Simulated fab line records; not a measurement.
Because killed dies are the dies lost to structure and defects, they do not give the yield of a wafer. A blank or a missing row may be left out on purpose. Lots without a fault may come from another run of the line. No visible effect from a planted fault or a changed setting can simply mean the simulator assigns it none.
Matching of chambers    flow gf180mcu    pecvd-02 running GF_SAB_CVD_00: 3 sister chambers
The step deposits SiO2 from TEOS, target thk 50 nm, time 5.087 s. 16 wafers are shown with their chamber, then 8 later ones without.

## WAFERS, EACH WITH ITS CHAMBER
wafer   chamber  heater_power_outer_w (W)  heater_power_w (W)
L074.1  0        458                       755
L074.4  2        309                       572
L074.5  0        464                       752
L077.1  0        410                       666
L077.2  1        477                       737
L077.4  0        414                       667
L083.1  2        245                       489
L083.2  1        457                       718
L083.5  0        423                       709
L084.1  0        429                       719
L084.4  1        379                       607
L084.5  2        313                       576
L090.2  0        400                       660
L090.4  2        287                       526
L090.5  0        399                       679
L091.3  0        345                       614

SIGNATURES (averages over the wafers above)
reading               chamber 0  chamber 1  chamber 2  scatter within a chamber
heater_power_outer_w  415.78     437.67     288.50     37.4
heater_power_w        691.22     687.33     540.75     49.7
Rule: for each reading, subtract the chamber's mean from the wafer's reading, divide by that reading's scatter and square the result; add these up over the readings and take the root, which gives the wafer's distance from the chamber. If the next closest chamber is less than 2 further off than the closest, the wafer can't be placed; otherwise it belongs to the closest. The scatter: take each reading less its chamber's mean, square it, sum over the shown wafers, divide by the number of wafers less the number of chambers, and take the root.

## WAFERS MISSING THEIR CHAMBER
wafer   heater_power_outer_w (W)  heater_power_w (W)
L091.4  287                       526
L091.5  339                       589
L092.1  309                       553
L092.2  456                       726
L092.5  453                       698
L093.1  387                       613
L093.2  433                       740
L093.3  385                       615

## WHICH CHAMBER EACH ONE RAN IN
wafer   from the rows above           in truth
L091.4  2                             2
L091.5  can't be placed: 2 or 0 or 1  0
L092.1  2                             2
L092.2  can't be placed: 1 or 0       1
L092.5  can't be placed: 1 or 0       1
L093.1  can't be placed: 0 or 1 or 2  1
L093.2  can't be placed: 1 or 0       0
L093.3  can't be placed: 0 or 1 or 2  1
Placed correctly: 2 of 8. These rows do not allow placing 6 (true chamber among the candidates in 6). Number placed wrongly: 0.
